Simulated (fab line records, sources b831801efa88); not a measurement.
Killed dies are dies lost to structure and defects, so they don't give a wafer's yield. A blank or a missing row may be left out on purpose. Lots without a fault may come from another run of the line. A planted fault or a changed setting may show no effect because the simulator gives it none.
A struck lot beside a sound one | flow sky130 | 15 steps out of a route of 708
Sound: wafers L979.2, L979.4, L979.5. Struck: wafer L986.3. (L986.2, L986.4 of the same lot were not struck and are left out.) The cause comes at the end.
At each step with rows: each side's tool, then ch and its chambers, then its first start. Under that, the readings that differ: sound wafers | struck wafers | difference of the means | sigmas: that difference in standard deviations of wafers without a fault.
alike: readings whose means differ by less than 2 such deviations, and words and numbers that are the same on both sides. not compared: withheld readings, readings that some wafer has no value for, bounds like >300 that may hide the same value, and numbers for which the record gives no deviation and whose values overlap.
The two part at a step that has a row with sigmas, a row that says differs or no value, or rows on one side only. Numbers that don't overlap but have no deviation are shown without sigmas and don't part them. A reading that every wafer of one side lacks parts them only if that side has two wafers or more.

SKY_VIA2_STRIP_16: strips in O2/N2.
  sound on plasma_asher-03 ch 0,1, day 38 23:31; struck on plasma_asher-04 ch 1, day 40 22:04
  alike: chamber_pressure_mTorr, drypump_motor_current_A, n2_flow_sccm, oes_product_au, strip_time_to_endpoint_s
  not compared: rf_hours_counter_h
then, 4 steps without rows for these wafers: SKY_VIA2_STRIP_17 (strips in post etch residue remover, time 1200 s); SKY_VIA2_CLEAN_18 (cleans in IPA, time 180 s); SKY_VIA2_CLEAN_19 (cleans in O3/DIW); SKY_VIA2_SPUTTER_20 (material TiN, target thk 20 nm, time 80 s).
SKY_VIA2_CVD_21: deposits W, target thk 420 nm, time 126.4 s.
  sound on cvd_w-01 ch 0,1, day 39 00:18; struck on cvd_w-02 ch 0, day 40 22:46
  alike: heater_power_w
SKY_VIA2_RS_MEAS_22: measures by four-point-probe.
  sound on film_metro-01, day 39 00:27; struck on film_metro-01, day 40 22:55
  alike: VIA2_W_RS
SKY_VIA2_THK_MEAS_23: measures by xrf.
  sound on film_metro-01, day 39 00:34; struck on film_metro-01, day 40 23:01
  alike: VIA2_W_THK
then, 2 steps without rows for these wafers: SKY_VIA2_CMP_24 (polishes, stops on SiO2, t overpolish 20 s, target thk 0 nm); SKY_METAL3_SPUTTER_00 (material Ti, target thk 15 nm, time 10 s).
SKY_METAL3_SPUTTER_01: material TiN, target thk 20 nm, time 16.7 s.
  sound on pvd_sputter-03, day 39 01:06; struck on pvd_sputter-02, day 40 23:23
  reading                | sound          | struck | difference | sigmas
  throttle_valve_pct (%) | 30.5 28.0 28.2 | 30.7   | +1.8       | +2
SKY_METAL3_SPUTTER_02: material AlCu, target thk 735 nm, time 39.1 s.
  sound on pvd_sputter-03, day 39 01:08; struck on pvd_sputter-02, day 40 23:25
  reading                | sound          | struck | difference | sigmas
  throttle_valve_pct (%) | 30.2 28.4 28.2 | 30.6   | +1.7       | +2
SKY_METAL3_SPUTTER_03: material Ti, target thk 5 nm, time 3.3 s.
  sound on pvd_sputter-03, day 39 01:10; struck on pvd_sputter-02, day 40 23:28
  reading                                   | sound             | struck | difference | sigmas
  throttle_valve_pct (%)                    | 30.0 28.2 28.5    | 30.7   | +1.8       | +2
  model.Ti_of_METAL3_SPUTTER_03.thk_nm (nm) | 5.171 5.148 5.221 | 6.54   | +1.36      |
SKY_METAL3_SPUTTER_04: material TiN, target thk 70 nm, time 58.3 s.
  sound on pvd_sputter-03, day 39 01:11; struck on pvd_sputter-02, day 40 23:28
  reading                | sound          | struck | difference | sigmas
  throttle_valve_pct (%) | 30.2 28.4 28.3 | 30.9   | +1.9       | +2
SKY_PAD_OPEN_PROBE_99:
  the record has rows for the sound wafers here (prober-01, day 47 22:26) and none for the struck ones

WHERE THEY PART
First at SKY_METAL3_SPUTTER_01; last, within this record, at SKY_PAD_OPEN_PROBE_99.

WHY: what the simulator had put in
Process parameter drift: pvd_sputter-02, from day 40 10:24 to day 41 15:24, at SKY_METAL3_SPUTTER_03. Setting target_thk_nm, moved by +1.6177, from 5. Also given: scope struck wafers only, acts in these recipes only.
